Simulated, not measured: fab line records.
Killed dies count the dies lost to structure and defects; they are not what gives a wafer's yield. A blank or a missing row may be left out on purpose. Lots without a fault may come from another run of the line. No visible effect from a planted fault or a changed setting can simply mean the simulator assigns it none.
Problem report in the 8D (eight disciplines) form, filled by code    flow sky130    the parts of the form that need people (team, actions taken, sign-off) are left out

## 1. THE ISSUE
sort_bin_3_pad_short at SKY_PAD_OPEN_PROBE_99 reads a mean of 4.2 % on 3 wafers of 1 lot; wafers without a fault read 0.9 % with a standard deviation of 0.42. Measured from the usual mean, that is +7.8 standard deviations.
First observed at day 49 18:20: wafer L569.3, on prober-01. Wafers with a number at this step in the record: 21, from 7 lots. The rule behind "out" and "out of limits": a value lying over 4 standard deviations away from the usual mean. All remaining wafers that have a number are taken as sound.

## 2. WHAT IT IS AND WHAT IT IS NOT
question                     is                                        is not
which readings at this step  sort_bin_3_pad_short, killed_at_M0_to_M3  killed-at-contacts, killed-at-front-end, killed-at-other, killed-short, sort_bin_6_memory
which lots                   L569                                      L552, L560, L561, L563, L564, L567
which wafers of those lots   all that have a number                    -
read on which tools          prober-01                                 prober-02
when                         from day 49 18:20                         up to then (18 sound wafers)

## 3. SUSPECTS, AND WHAT RULES EACH OUT
Counting: a tool at a process step up to the reading stays a suspect if it ran every lot that is out and no sound lot after the first of them.
- wet-bench-01 at SKY_VIA1_CLEAN_19 (cleans in O3/DIW): kept. It ran the lot that is out, L569 (day 39 09:13), and no sound lot after that; its last sound lot up to then is L564 (day 37 18:10).
- cmp-02 at SKY_VIA3_CMP_24 (polishes, stops on SiO2, t overpolish 20 s, target thk 0 nm): kept. It ran the lot that is out, L569 (day 44 13:47), and no sound lot after that; its last sound lot up to then is L564 (day 43 03:39).
- rie-metal-01 at SKY_METAL4_METAL_ETCH_18 (etches the open film in Cl2/BCl3, stops on SiO2, target depth 845 nm, time 183.1 s): kept. It ran the lot that is out, L569 (day 46 09:29), and no sound lot after that; its last sound lot up to then is L567 (day 46 01:53).
- prober-01 at SKY_PAD_OPEN_PROBE_99: kept. It ran the lot that is out, L569 (day 49 18:20), and no sound lot after that; its last sound lot up to then is L564 (day 48 16:51). Out on those wafers are its own readings of killed_at_M0_to_M3, sort_bin_3_pad_short.
Left after counting: wet-bench-01 at SKY_VIA1_CLEAN_19, cmp-02 at SKY_VIA3_CMP_24, rie-metal-01 at SKY_METAL4_METAL_ETCH_18, prober-01 at SKY_PAD_OPEN_PROBE_99.

## 4. THE CAUSE (what the simulator had put in)
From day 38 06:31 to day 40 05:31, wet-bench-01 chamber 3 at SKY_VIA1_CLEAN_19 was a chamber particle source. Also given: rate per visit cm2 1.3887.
This tool is one of the 4 suspects left after counting.

## 5. THE CHAIN OF EFFECTS, in route order
One row per reading whose mean, taken over the struck wafers that have a number, lies over 3 standard deviations from the usual. Readings are gone through only where the record gives a usual standard deviation; hours: the median, over the lots, of the time from a lot's start at the first step in this table giving one to that lot's start at this step; sigmas: the change measured in usual standard deviations.
hours  step                   reading               usual   on struck wafers  change  sigmas
0      SKY_PAD_OPEN_PROBE_99  defect-limited-yield  82.5 %  74.0              -8.5    -4.5
0      SKY_PAD_OPEN_PROBE_99  killed_at_M0_to_M3    43      86                +43     +6.7
0      SKY_PAD_OPEN_PROBE_99  killed-dies           86      128               +42     +4.5
0      SKY_PAD_OPEN_PROBE_99  killed-on-rim         17      28                +11     +3.0
0      SKY_PAD_OPEN_PROBE_99  sort_bin_3_pad_short  0.9 %   4.2               +3.3    +7.8
0      SKY_PAD_OPEN_PROBE_99  sort_bin_5_function   10.3 %  15.9              +5.6    +3.7
0      SKY_PAD_OPEN_PROBE_99  sort-n-pass           406     364               -42     -4.5
0      SKY_PAD_OPEN_PROBE_99  sort-yield-pct        82.5 %  74.0              -8.5    -4.5
Its process steps:
- SKY_PAD_OPEN_PROBE_99

## 6. HOW IT WOULD HAVE BEEN CAUGHT EARLIER
First out-of-limits reading in this record: day 49 18:20, which is 276 hours after fault onset at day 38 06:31.
The start of SKY_VIA1_CLEAN_19 on wet-bench-01 came by day 49 18:20 for every one of the lots that are out (1). Had the tool been put on hold then, not one of them would have been saved.
